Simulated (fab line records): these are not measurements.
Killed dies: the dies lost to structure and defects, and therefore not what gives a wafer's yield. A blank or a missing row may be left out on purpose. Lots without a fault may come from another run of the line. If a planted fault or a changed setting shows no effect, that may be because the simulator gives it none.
fab line records    flow gf180mcu
record lots=13  wafers=39  last-day=34
route steps=602 shown STI@1 NWELL@50 HV_LDD@184
lots untouched by any fault: they come from a run of this same line in which no faults occurred
start-h: hours from the record's opening day to when the first of the lot's shown wafers began    wait-h: hours elapsed since this lot's preceding step    " same as the row above    L1.1+2: a single row standing in for several wafers    - no value, or no start given    * or withheld: withheld    < > ~ a bound
route shown NAME@n: NAME is a module with steps in the file, n the number in the route of the first one    usual: mean and standard deviation over wafers with no fault    same: alike in all rows    chamber/n: place in a boat    sites: per-site readings    _std_site: their standard deviation    _edge_site: outer sites' mean less inner sites'    radius-mm: how far each site lies from the wafer's centre    mask NAME#n: copy n    behind: the most recent tool/chamber to have shaped the wafer    hold: why the lot was held/for how many hours/how that ended    device: whichever transistor did not switch (one of n, p or np)    end of line: the route-end tests of the same wafers    for a step that has no rows: nothing shown but its recipe    killed: count of dies lost to structure and defects at first sort (not the wafer's yield)    map: the dies of a wafer, with x for killed, . for not killed, _ for no die there
set.NAME: the setting that was run; set.NAME@STEP: the one run at that earlier step    model.NAME: the simulator's own value behind a step, which no gauge read
a sample of lots followed through the steps of the route, with each step as a table and each wafer as a row
services: from which hour (start-h, from the record's first day; less than 0 if before it) a tool's chamber was out of use, for how many hours, and why
## steps
# step GF_STI_BOW_MEAS_00
# recipe mode=bow
# usual INCOMING_BOW=-1/6.1
lot.wafer  tool           chamber  start-h  wait-h  INCOMING_BOW[um]
L240.2     film-metro-04  -        10.02    -       6
L240.5     "              -        "        "       -7
L240.6     "              -        "        "       -5
L241.3     film-metro-02  -        15.04    -       12
L241.4     "              -        "        "       2
L241.5     "              -        "        "       3
L242.4     film-metro-02  -        20.06    -       6
L242.5     "              -        "        "       -4
L242.6     "              -        "        "       3
L243.1     film-metro-04  -        25.00    -       2
L243.2     "              -        "        "       3
L243.6     "              -        "        "       8
L244.1     film-metro-02  -        30.00    -       7
L244.3     "              -        "        "       -4
L244.5     "              -        "        "       -6
L253.3     film-metro-02  -        75.04    -       -1
L253.5     "              -        "        "       -2
L253.6     "              -        "        "       -6
L254.1     film-metro-03  -        80.00    -       2
L254.2     "              -        "        "       -3
L254.6     "              -        "        "       12
L255.1     film-metro-03  -        85.00    -       9
L255.2     "              -        "        "       -9
L255.3     "              -        "        "       -4
L258.3     film-metro-03  -        100.04   -       4
L258.4     "              -        "        "       -12
L258.6     "              -        "        "       1
L259.1     film-metro-03  -        105.00   -       -6
L259.3     "              -        "        "       11
L259.4     "              -        "        "       3
L260.1     film-metro-03  -        110.00   -       -4
L260.2     "              -        "        "       -3
L260.3     "              -        "        "       2
L262.2     film-metro-04  -        120.02   -       3
L262.3     "              -        "        "       0
L262.6     "              -        "        "       -8
L263.3     film-metro-04  -        125.04   -       -5
L263.5     "              -        "        "       -1
L263.6     "              -        "        "       -8
# step GF_NWELL_IMPLANT_08
# recipe species=P  energy-kev=450  dose-cm2=1.5e+13  tilt-deg=0
# usual beam-on-s=10.01/0.19
lot.wafer  tool          chamber  start-h  wait-h  beam-on-s
L240.2     implanter-01  0        56.30    0.0     9.95
L240.5     "             0        "        "       9.96
L240.6     "             0        "        "       10.06
L241.3     implanter-02  0        60.78    0.1     9.92
L241.4     "             0        "        "       10.01
L241.5     "             0        "        "       10.21
L242.4     implanter-02  0        66.60    0.1     9.90
L242.5     "             0        "        "       10.12
L242.6     "             0        "        "       9.88
L243.1     implanter-03  0        72.43    0.0     9.94
L243.2     "             0        "        "       9.92
L243.6     "             0        "        "       10.00
L244.1     implanter-02  0        83.12    0.0     10.21
L244.3     "             0        "        "       9.62
L244.5     "             0        "        "       10.04
L253.3     implanter-01  0        129.18   0.1     10.19
L253.5     "             0        "        "       10.30
L253.6     "             0        "        "       9.70
L254.1     implanter-01  0        132.62   0.0     9.77
L254.2     "             0        "        "       10.11
L254.6     "             0        "        "       9.70
L255.1     implanter-03  0        137.32   0.0     9.71
L255.2     "             0        "        "       9.97
L255.3     "             0        "        "       10.12
L258.3     implanter-02  0        154.63   0.1     10.24
L258.4     "             0        "        "       9.99
L258.6     "             0        "        "       10.22
L259.1     implanter-02  0        159.82   0.0     10.12
L259.3     "             0        "        "       9.85
L259.4     "             0        "        "       10.12
L260.1     implanter-03  0        164.27   0.0     10.19
L260.2     "             0        "        "       9.90
L260.3     "             0        "        "       9.91
L262.2     implanter-02  0        175.20   0.0     9.84
L262.3     "             0        "        "       10.05
L262.6     "             0        "        "       9.99
L263.3     implanter-02  0        189.82   0.1     10.20
L263.5     "             0        "        "       9.64
L263.6     "             0        "        "       10.28
# step GF_VT_IMPLANT_RS_MEAS_47
# recipe thk-meas-gauge=four-point-probe
# usual NWELL_RS=487.5/1.1
lot.wafer  tool           chamber  start-h  wait-h  NWELL_RS[ohm/sq]
L240.2     film-metro-01  -        158.38   0.1     489.1
L240.5     "              -        "        "       487.3
L240.6     "              -        "        "       487.5
L241.3     film-metro-04  -        162.34   0.1     486.0
L241.4     "              -        "        "       487.5
L241.5     "              -        "        "       488.0
L242.4     film-metro-04  -        170.68   0.1     487.0
L242.5     "              -        "        "       486.2
L242.6     "              -        "        "       487.2
L243.1     film-metro-04  -        178.01   0.1     489.2
L243.2     "              -        "        "       489.0
L243.6     "              -        "        "       488.5
L244.1     film-metro-02  -        191.60   0.1     488.6
L244.3     "              -        "        "       489.0
L244.5     "              -        "        "       488.8
L253.3     film-metro-04  -        248.38   0.1     491.5
L253.5     "              -        "        "       492.6
L253.6     "              -        "        "       492.4
L254.1     film-metro-02  -        253.91   0.1     492.5
L254.2     "              -        "        "       491.9
L254.6     "              -        "        "       491.0
L255.1     film-metro-02  -        258.15   0.1     488.0
L255.2     "              -        "        "       488.3
L255.3     "              -        "        "       488.4
L258.3     film-metro-01  -        281.45   0.1     485.5
L258.4     "              -        "        "       485.1
L258.6     "              -        "        "       486.4
L259.1     film-metro-01  -        287.61   0.1     487.1
L259.3     "              -        "        "       489.0
L259.4     "              -        "        "       488.8
L260.1     film-metro-02  -        295.06   0.1     487.5
L260.2     "              -        "        "       486.8
L260.3     "              -        "        "       487.1
L262.2     film-metro-01  -        306.28   0.1     486.9
L262.3     "              -        "        "       486.5
L262.6     "              -        "        "       486.5
L263.3     film-metro-01  -        325.25   0.1     487.4
L263.5     "              -        "        "       487.3
L263.6     "              -        "        "       487.6
# step GF_HV_LDD_OVL_MEAS_08
# usual HV_LDD_OVL=-0.3/1.4
lot.wafer  tool        chamber  start-h  wait-h  HV_LDD_OVL[nm]
L240.2     overlay-02  -        217.62   0.1     0.8
L240.5     "           -        "        "       -0.2
L240.6     "           -        "        "       0.8
L241.3     overlay-02  -        221.71   0.1     -1.1
L241.4     "           -        "        "       -1.9
L241.5     "           -        "        "       0.0
L242.4     overlay-01  -        231.78   0.1     -0.3
L242.5     "           -        "        "       -1.6
L242.6     "           -        "        "       0.9
L243.1     overlay-01  -        238.01   0.1     -1.8
L243.2     "           -        "        "       -1.4
L243.6     "           -        "        "       0.5
L244.1     overlay-01  -        254.34   0.1     -0.4
L244.3     "           -        "        "       -1.2
L244.5     "           -        "        "       -1.0
L253.3     overlay-02  -        318.46   0.1     1.6
L253.5     "           -        "        "       -0.5
L253.6     "           -        "        "       1.4
L254.1     overlay-02  -        321.99   0.1     1.0
L254.2     "           -        "        "       -0.5
L254.6     "           -        "        "       -0.2
L255.1     overlay-01  -        325.69   0.1     -1.5
L255.2     "           -        "        "       -0.3
L255.3     "           -        "        "       -3.9
L258.3     overlay-01  -        350.25   0.1     -2.2
L258.4     "           -        "        "       -2.6
L258.6     "           -        "        "       0.8
L259.1     overlay-01  -        358.91   0.1     -0.2
L259.3     "           -        "        "       -0.6
L259.4     "           -        "        "       -2.2
L260.1     overlay-02  -        365.69   0.1     0.6
L260.2     "           -        "        "       -1.1
L260.3     "           -        "        "       0.9
L262.2     overlay-02  -        379.70   0.1     0.5
L262.3     "           -        "        "       1.6
L262.6     "           -        "        "       1.3
L263.3     overlay-02  -        397.20   0.1     -0.8
L263.5     "           -        "        "       1.0
L263.6     "           -        "        "       1.1
# step GF_HV_LDD_THK_MEAS_57
# recipe reads=Si3N4_of_HV_LDD_CVD_56
# usual HV_LDD_CVD_56_THK=90.2/0.87
lot.wafer  tool           chamber  start-h  wait-h  HV_LDD_CVD_56_THK[nm]
L240.2     film-metro-01  -        278.14   0.0     89.2
L240.5     "              -        "        "       89.3
L240.6     "              -        "        "       89.3
L241.3     film-metro-04  -        281.36   0.0     89.6
L241.4     "              -        "        "       89.6
L241.5     "              -        "        "       89.7
L242.4     film-metro-04  -        292.82   0.0     89.0
L242.5     "              -        "        "       89.2
L242.6     "              -        "        "       89.2
L243.1     film-metro-01  -        300.26   0.0     90.9
L243.2     "              -        "        "       91.6
L243.6     "              -        "        "       90.3
L244.1     film-metro-01  -        319.17   0.0     90.8
L244.3     "              -        "        "       91.0
L244.5     "              -        "        "       90.6
L253.3     film-metro-04  -        386.83   0.0     91.1
L253.5     "              -        "        "       90.7
L253.6     "              -        "        "       90.8
L254.1     film-metro-04  -        391.65   0.0     91.0
L254.2     "              -        "        "       91.3
L254.6     "              -        "        "       91.5
L255.1     film-metro-02  -        396.36   0.0     89.4
L255.2     "              -        "        "       90.7
L255.3     "              -        "        "       90.0
L258.3     film-metro-01  -        422.36   0.0     89.2
L258.4     "              -        "        "       90.1
L258.6     "              -        "        "       89.0
L259.1     film-metro-02  -        432.27   0.0     91.5
L259.3     "              -        "        "       91.2
L259.4     "              -        "        "       90.0
L260.1     film-metro-02  -        440.05   0.0     90.0
L260.2     "              -        "        "       90.0
L260.3     "              -        "        "       90.1
L262.2     film-metro-04  -        453.90   0.0     88.2
L262.3     "              -        "        "       87.8
L262.6     "              -        "        "       88.0
L263.3     film-metro-01  -        474.16   0.0     90.3
L263.5     "              -        "        "       90.2
L263.6     "              -        "        "       90.3
## services
tool          chamber  start-h  hours  kind
implanter-02  -        74.96    6.5    repair
implanter-03  -        82.62    45.6   pm
implanter-03  -        128.20   9.1    pm
implanter-02  -        132.52   3.0    repair
implanter-03  -        145.74   5.4    repair
implanter-03  -        153.04   6.5    repair
implanter-01  -        154.14   3.2    pm
implanter-03  -        187.60   1.3    repair
## key
first-sign step=GF_VT_IMPLANT_RS_MEAS_47  reading=NWELL_RS  direction=up  sigmas=4.1  usual=487.5  struck=492.0
effect none on later readings
met-at GF_NWELL_IMPLANT_08
struck-lots L253,L254
tester-left-out L253,L254
not-acting-at GF_STI_BOW_MEAS_00,GF_HV_LDD_OVL_MEAS_08,GF_HV_LDD_THK_MEAS_57
onset-between 56.30 129.18
fault kind=process-parameter-drift  tool=implanter-01  chamber=-  onset-h=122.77  steps=GF_NWELL_IMPLANT_08  channel=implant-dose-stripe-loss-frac  offset=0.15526  shape=step  end-h=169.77
# tester-left-out: of these lots the tester's yield and bins aren't shown, on N5 and GAA mostly nor the transistor test; their killed dies are dies lost to structure and defects alone, not to doping, threshold or leakage, so they don't give the yield
